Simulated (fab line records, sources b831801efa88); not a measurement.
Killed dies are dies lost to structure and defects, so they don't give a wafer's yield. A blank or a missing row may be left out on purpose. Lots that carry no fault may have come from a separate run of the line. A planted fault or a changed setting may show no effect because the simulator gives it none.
Chamber matching ; flow sky130 ; SKY_FIELD_ISO_ETCH_17 on rie si-02 has 4 sister chambers
The step etches Si in HBr/Cl2/O2, target depth 342 nm, time 97.7 s. 24 wafers are shown with their chamber, then 12 later ones without.

## WAFERS WITH THEIR CHAMBER
wafer;chamber;drypump motor current A (A);oes product au (a.u.);throttle valve pct (%)
L076.1;3;5.8;1.007;25.634
L076.2;0;5.7;1.027;25.638
L076.6;0;5.7;1.021;25.651
L079.1;3;5.8;1.003;25.642
L079.2;0;5.6;1.016;25.650
L079.6;1;4.6;0.994;25.672
L081.3;2;5.2;1.010;25.654
L081.4;1;4.6;0.998;25.658
L081.6;0;5.7;1.014;25.650
L083.1;3;5.8;1.003;25.648
L083.3;1;4.7;1.000;25.648
L083.6;3;5.8;1.005;25.635
L084.2;0;5.7;0.995;25.657
L084.5;0;5.7;1.018;25.642
L084.6;3;5.8;0.999;25.659
L086.2;3;5.8;1.002;25.660
L086.4;2;5.2;1.018;25.638
L086.5;1;4.6;0.996;25.653
L089.1;0;5.7;1.005;25.649
L089.2;1;4.7;1.005;25.658
L089.5;2;5.2;1.011;25.662
L090.2;3;5.8;0.993;25.657
L090.3;2;5.2;1.008;25.647
L090.4;1;4.6;1.018;25.650

SIGNATURES (means of the wafers above)
reading;chamber 0;chamber 1;chamber 2;chamber 3;scatter within a chamber
drypump motor current A;5.686;4.633;5.200;5.800;0.0331
oes product au;1.01371;1.00183;1.01175;1.00171;0.00789
throttle valve pct;25.64814;25.65650;25.65025;25.64786;0.00913
Rule: a wafer lies at a distance from a chamber equal to the root of the sum of squares, over the readings, of (its reading less the chamber's mean, divided by the reading's scatter). The wafer belongs to the nearest chamber; if the next one is less than 2 further off, it can't be placed. The scatter is the square root of a quotient: the sum, over the shown wafers, of each reading's squared deviation from its chamber's mean, divided by wafers minus chambers.

## WAFERS WITH NO CHAMBER GIVEN
wafer;drypump motor current A (A);oes product au (a.u.);throttle valve pct (%)
L091.1;5.7;1.002;25.640
L091.2;4.6;0.997;25.655
L091.5;5.2;1.004;25.647
L093.3;5.7;1.015;25.664
L093.5;5.8;0.993;25.658
L093.6;5.7;0.993;25.668
L096.3;5.2;1.006;25.647
L096.4;5.7;1.008;25.652
L096.5;4.6;0.989;25.658
L097.1;4.6;1.001;25.671
L097.2;5.8;1.008;25.640
L097.5;5.7;1.001;25.662

## WHICH CHAMBER EACH WENT THROUGH
wafer;from the rows above;in truth
L091.1;can't be placed: 0 or 3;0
L091.2;1;1
L091.5;2;2
L093.3;0;0
L093.5;3;3
L093.6;can't be placed: 0 or 3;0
L096.3;2;2
L096.4;0;0
L096.5;1;1
L097.1;1;1
L097.2;3;3
L097.5;can't be placed: 0 or 3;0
Correct placement for 9 of the 12. Cannot be placed on the basis of these rows: 3; the candidates contain the true chamber in 3. Number placed wrongly: 0.
